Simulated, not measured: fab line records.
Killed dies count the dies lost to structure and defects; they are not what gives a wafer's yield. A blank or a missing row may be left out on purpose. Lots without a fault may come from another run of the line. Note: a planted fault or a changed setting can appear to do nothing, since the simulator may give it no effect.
Which tool was responsible? -- flow sky130 -- 24 lots with 72 wafers sampled at 6 steps, on a route of 708 steps

== WHAT THE GAUGES READ, wafer by wafer ==
SKY_VIA4_THK_MEAS_01. Usual: VIA4_HDPCVD_THK 1756 nm, standard deviation 14.
lot,measured,on,VIA4_HDPCVD_THK (nm),flag
L074,day 41 14:53,film metro-04,1736 1728 1741,
L075,day 42 01:33,film metro-04,1766 1759 1758,
L076,day 42 07:07,film metro-02,1773 1771 1764,
L077,day 42 10:20,film metro-02,1752 1739 1753,
L078,day 43 00:28,film metro-02,1755 1768 1778,
L079,day 43 12:52,film metro-03,1756 1752 1737,
L081,day 43 21:15,film metro-04,1746 1747 1743,
L080,day 44 00:11,film metro-03,1749 1769 1731,
L082,day 44 03:19,film metro-04,1748 1738 1756,
L083,day 44 13:16,film metro-03,1748 1736 1742,
L085,day 45 14:27,film metro-03,1737 1754 1735,
L086,day 45 17:19,film metro-03,1773 1755 1774,
L084,day 45 17:52,film metro-04,1761 1735 1740,
L087,day 45 18:32,film metro-02,1759 1785 1762,
L088,day 45 19:16,film metro-02,1751 1728 1750,
L089,day 45 20:55,film metro-04,1757 1775 1747,
L090,day 46 01:36,film metro-04,1764 1747 1762,
L091,day 46 17:24,film metro-03,1767 1765 1745,
L092,day 47 04:05,film metro-04,1765 1766 1775,
L093,day 47 07:59,film metro-02,1783 1751 1766,
L094,day 47 10:03,film metro-02,1741 1771 1756,
L095,day 47 13:21,film metro-02,1755 1773 1771,
L096,day 47 19:30,film metro-03,1758 1768 1769,
L097,day 47 20:16,film metro-03,1771 1753 1766,

SKY_VIA4_THK_MEAS_20: measures by xrf. Usual: VIA4_W_THK 519 nm, standard deviation 6.9.
lot,measured,on,VIA4_W_THK (nm),flag
L074,day 42 15:35,film metro-04,516 516 518,
L075,day 43 02:41,film metro-02,522 527 523,
L076,day 43 07:11,film metro-02,513 511 513,
L077,day 43 10:32,film metro-04,511 505 508,
L078,day 44 01:00,film metro-02,519 521 522,
L079,day 44 13:05,film metro-03,522 520 529,
L081,day 44 20:56,film metro-02,525 518 521,
L080,day 44 22:51,film metro-02,517 521 520,
L082,day 45 02:44,film metro-03,522 527 525,
L083,day 45 22:38,film metro-03,521 523 522,
L085,day 46 12:44,film metro-02,517 515 524,
L086,day 46 15:13,film metro-04,519 523 522,
L084,day 46 16:13,film metro-04,508 513 507,
L087,day 46 17:20,film metro-03,520 525 519,
L088,day 46 17:23,film metro-02,518 511 509,
L089,day 46 19:44,film metro-02,522 517 513,
L090,day 46 23:22,film metro-03,531 521 519,
L091,day 47 14:55,film metro-02,519 513 519,
L092,day 48 00:49,film metro-03,521 523 526,
L093,day 48 04:27,film metro-04,506 500 506,
L094,day 48 05:52,film metro-02,521 518 524,
L095,day 48 10:05,film metro-02,520 513 524,
L096,day 48 16:41,film metro-02,513 509 519,
L097,day 48 16:53,film metro-03,528 527 533,

== EACH LOT AND THE TOOL THAT RAN IT (in order: tool; ch and the chambers of the sampled wafers; start) ==
lot,SKY_METAL4_SPUTTER_04,SKY_CAP2M_METAL_ETCH_13,SKY_METAL4_METAL_ETCH_18,SKY_VIA4_CVD_18
L074,"pvd sputter-02, day 39 12:15","rie metal-04 ch 0,1, day 40 13:20","rie metal-03 ch 0,1, day 41 13:52","cvd w-01 ch 0, day 42 15:19"
L075,"pvd sputter-03, day 39 23:52","rie metal-04 ch 0,1, day 41 00:20","rie metal-02 ch 0,1, day 42 00:34","cvd w-01 ch 0,1, day 43 02:25"
L076,"pvd sputter-03, day 40 05:22","rie metal-01 ch 0,1, day 41 05:32","rie metal-02 ch 0,1, day 42 06:07","cvd w-02 ch 0,1, day 43 06:55"
L077,"pvd sputter-03, day 40 08:20","rie metal-01 ch 0,1, day 41 08:56","rie metal-03 ch 0,1, day 42 09:19","cvd w-02 ch 0,1, day 43 10:16"
L078,"pvd sputter-04, day 41 00:36","rie metal-04 ch 0,1, day 41 23:55","rie metal-04 ch 0,1, day 42 23:31","cvd w-01 ch 0,1, day 44 00:46"
L079,"pvd sputter-03, day 41 13:11","rie metal-04 ch 0,1, day 42 12:02","rie metal-03 ch 0,1, day 43 11:55","cvd w-02 ch 0,1, day 44 12:49"
L081,"pvd sputter-04, day 41 21:34","rie metal-02 ch 0,1, day 42 20:41","rie metal-04 ch 0,1, day 43 20:16","cvd w-02 ch 1, day 44 20:40"
L080,"pvd sputter-04, day 42 00:10","rie metal-01 ch 0,1, day 42 23:29","rie metal-02 ch 0,1, day 43 23:13","cvd w-01 ch 0,1, day 44 22:34"
L082,"pvd sputter-03, day 42 03:49","rie metal-02 ch 0,1, day 43 02:47","rie metal-03 ch 0,1, day 44 02:22","cvd w-01 ch 0,1, day 45 02:28"
L083,"pvd sputter-02, day 42 12:34","rie metal-04 ch 0, day 43 12:33","rie metal-02 ch 0,1, day 44 11:58","cvd w-02 ch 0,1, day 45 22:20"
L085,"pvd sputter-03, day 43 16:05","rie metal-02 ch 0,1, day 44 15:03","rie metal-04 ch 0,1, day 45 13:28","cvd w-02 ch 0,1, day 46 12:28"
L086,"pvd sputter-03, day 43 19:14","rie metal-02 ch 0,1, day 44 17:32","rie metal-02 ch 0, day 45 16:22","cvd w-01 ch 1, day 46 14:56"
L084,"pvd sputter-03, day 43 20:32","rie metal-04 ch 0,1, day 44 18:40","rie metal-02 ch 0,1, day 45 16:55","cvd w-02 ch 0,1, day 46 15:58"
L087,"pvd sputter-03, day 43 21:50","rie metal-02 ch 0,1, day 44 20:26","rie metal-04 ch 0,1, day 45 17:34","cvd w-01 ch 0,1, day 46 17:03"
L088,"pvd sputter-02, day 43 22:17","rie metal-04 ch 0,1, day 44 20:44","rie metal-04 ch 0,1, day 45 18:19","cvd w-02 ch 0,1, day 46 17:06"
L089,"pvd sputter-03, day 44 00:16","rie metal-02 ch 0,1, day 44 22:08","rie metal-04 ch 0,1, day 45 19:58","cvd w-01 ch 0,1, day 46 19:19"
L090,"pvd sputter-02, day 44 04:44","rie metal-04 ch 0,1, day 45 03:00","rie metal-02 ch 0,1, day 46 00:37","cvd w-02 ch 0,1, day 46 23:05"
L091,"pvd sputter-03, day 44 15:16","rie metal-02 ch 0,1, day 45 18:17","rie metal-02 ch 0, day 46 16:10","cvd w-02 ch 0,1, day 47 14:38"
L092,"pvd sputter-04, day 45 09:49","rie metal-02 ch 0, day 46 06:05","rie metal-04 ch 0,1, day 47 03:06","cvd w-01 ch 0,1, day 48 00:35"
L093,"pvd sputter-02, day 45 12:22","rie metal-04 ch 0,1, day 46 09:05","rie metal-03 ch 0,1, day 47 05:42","cvd w-02 ch 0,1, day 48 04:10"
L094,"pvd sputter-04, day 45 15:07","rie metal-01 ch 0,1, day 46 11:22","rie metal-04 ch 0,1, day 47 07:51","cvd w-02 ch 0,1, day 48 05:37"
L095,"pvd sputter-04, day 45 19:13","rie metal-01 ch 0,1, day 46 15:47","rie metal-04 ch 0,1, day 47 12:25","cvd w-01 ch 0,1, day 48 09:49"
L096,"pvd sputter-02, day 46 01:37","rie metal-04 ch 0,1, day 46 22:02","rie metal-04 ch 0,1, day 47 18:31","cvd w-02 ch 0,1, day 48 16:24"
L097,"pvd sputter-04, day 46 02:02","rie metal-01 ch 0,1, day 46 22:24","rie metal-02 ch 0,1, day 47 19:16","cvd w-01 ch 0,1, day 48 16:37"
- SKY_METAL4_SPUTTER_04: material TiN, target thk 70 nm, time 58.3 s.
- SKY_CAP2M_METAL_ETCH_13: etches TiN in Cl2/BCl3, stops on SiO2, target depth 220 nm, time 62.9 s.
- SKY_METAL4_METAL_ETCH_18: etches the open film in Cl2/BCl3, stops on SiO2, target depth 845 nm, time 183.1 s.
- SKY_VIA4_CVD_18: deposits W, target thk 505 nm, time 152.14 s.

== AS READ BY THE TOOLS THEMSELVES (means over the sampled wafers that have a number; for cases with no such wafer, the mark the record gives instead) ==
SKY_METAL4_SPUTTER_04. Usual: throttle valve pct reads 30.3 % (standard deviation 0.88).
lot,tool,throttle valve pct (%),flag
L074,pvd sputter-02,29.9,
L075,pvd sputter-03,30.2,
L076,pvd sputter-03,30.8,
L077,pvd sputter-03,29.8,
L078,pvd sputter-04,30.6,
L079,pvd sputter-03,30.4,
L081,pvd sputter-04,30.3,
L080,pvd sputter-04,29.9,
L082,pvd sputter-03,30.3,
L083,pvd sputter-02,30.1,
L085,pvd sputter-03,29.3,
L086,pvd sputter-03,30.5,
L084,pvd sputter-03,29.8,
L087,pvd sputter-03,29.6,
L088,pvd sputter-02,30.0,
L089,pvd sputter-03,30.2,
L090,pvd sputter-02,30.7,
L091,pvd sputter-03,30.4,
L092,pvd sputter-04,29.1,
L093,pvd sputter-02,31.1,
L094,pvd sputter-04,30.8,
L095,pvd sputter-04,30.8,
L096,pvd sputter-02,30.5,
L097,pvd sputter-04,31.1,

SKY_CAP2M_METAL_ETCH_13. Usual: drypump motor current A 5.7 A, standard deviation 0.38; oes product au 0.938 a.u., standard deviation 0.0063; throttle valve pct 21.905 %, standard deviation 0.0091.
lot,tool,drypump motor current A (A),oes product au (a.u.),throttle valve pct (%),flag
L074,rie metal-04,5.9,0.938,21.900,
L075,rie metal-04,5.9,0.933,21.913,
L076,rie metal-01,5.8,0.939,21.906,
L077,rie metal-01,5.8,0.941,21.903,
L078,rie metal-04,5.9,0.945,21.899,
L079,rie metal-04,5.6,0.931,21.915,
L081,rie metal-02,5.5,0.935,21.902,
L080,rie metal-01,5.8,0.937,21.901,
L082,rie metal-02,5.6,0.943,21.904,
L083,rie metal-04,6.3,0.943,21.902,
L085,rie metal-02,5.6,0.934,21.920,
L086,rie metal-02,5.6,0.935,21.905,
L084,rie metal-04,5.6,0.930,21.911,
L087,rie metal-02,5.5,0.934,21.908,
L088,rie metal-04,5.6,0.943,21.898,
L089,rie metal-02,5.5,0.941,21.908,
L090,rie metal-04,5.9,0.935,21.913,
L091,rie metal-02,5.6,0.937,21.901,
L092,rie metal-02,5.3,0.940,21.905,
L093,rie metal-04,5.6,0.944,21.909,
L094,rie metal-01,5.7,0.940,21.895,
L095,rie metal-01,5.7,0.942,21.903,
L096,rie metal-04,5.6,0.944,21.905,
L097,rie metal-01,5.8,0.933,21.908,

SKY_METAL4_METAL_ETCH_18. Usual: drypump motor current A 5.7 A, standard deviation 0.38; oes product au 0.865 a.u., standard deviation 0.0058; throttle valve pct 22.265 %, standard deviation 0.008.
lot,tool,drypump motor current A (A),oes product au (a.u.),throttle valve pct (%),flag
L074,rie metal-03,5.7,0.869,22.264,
L075,rie metal-02,5.6,0.862,22.266,
L076,rie metal-02,5.4,0.853,22.266,
L077,rie metal-03,5.7,0.863,22.267,
L078,rie metal-04,5.6,0.868,22.261,
L079,rie metal-03,5.7,0.864,22.269,
L081,rie metal-04,5.6,0.858,22.260,
L080,rie metal-02,5.6,0.862,22.274,
L082,rie metal-03,5.7,0.867,22.262,
L083,rie metal-02,5.5,0.875,22.266,
L085,rie metal-04,5.9,0.865,22.255,
L086,rie metal-02,5.4,0.856,22.261,
L084,rie metal-02,5.5,0.867,22.260,
L087,rie metal-04,5.6,0.865,22.266,
L088,rie metal-04,5.6,0.867,22.256,
L089,rie metal-04,5.9,0.868,22.265,
L090,rie metal-02,5.6,0.867,22.263,
L091,rie metal-02,5.4,0.865,22.263,
L092,rie metal-04,5.9,0.862,22.262,
L093,rie metal-03,5.8,0.867,22.266,
L094,rie metal-04,5.6,0.869,22.268,
L095,rie metal-04,5.6,0.870,22.268,
L096,rie metal-04,5.6,0.864,22.267,
L097,rie metal-02,5.6,0.865,22.266,

SKY_VIA4_CVD_18. Usual: heater power w reads 822 W (standard deviation 95).
lot,tool,heater power w (W),flag
L074,cvd w-01,967,
L075,cvd w-01,861,
L076,cvd w-02,791,
L077,cvd w-02,813,
L078,cvd w-01,795,
L079,cvd w-02,814,
L081,cvd w-02,839,
L080,cvd w-01,782,
L082,cvd w-01,874,
L083,cvd w-02,798,
L085,cvd w-02,820,
L086,cvd w-01,695,
L084,cvd w-02,826,
L087,cvd w-01,790,
L088,cvd w-02,817,
L089,cvd w-01,876,
L090,cvd w-02,832,
L091,cvd w-02,829,
L092,cvd w-01,875,
L093,cvd w-02,800,
L094,cvd w-02,829,
L095,cvd w-01,796,
L096,cvd w-02,823,
L097,cvd w-01,790,

== THE ANSWER, worked out from the rows above alone ==
Rule: a lot is off if the mean of its wafers that have a number lies more than 3 standard deviations from the usual mean. A lot without any number at a reading at which 4 lots or more have one is off too. The other lots that the step has rows for count as sound. First the gauges in route order, then the tools' own readings, where a lot's mean is used as printed above. The first step at which some lot is off is used, and at that step the reading that is off furthest; a lot without a number counts as furthest.
Across all readings shown, no lot is off: no conclusion can be drawn from this.

== WHAT THE SIMULATOR HAD PUT IN ==
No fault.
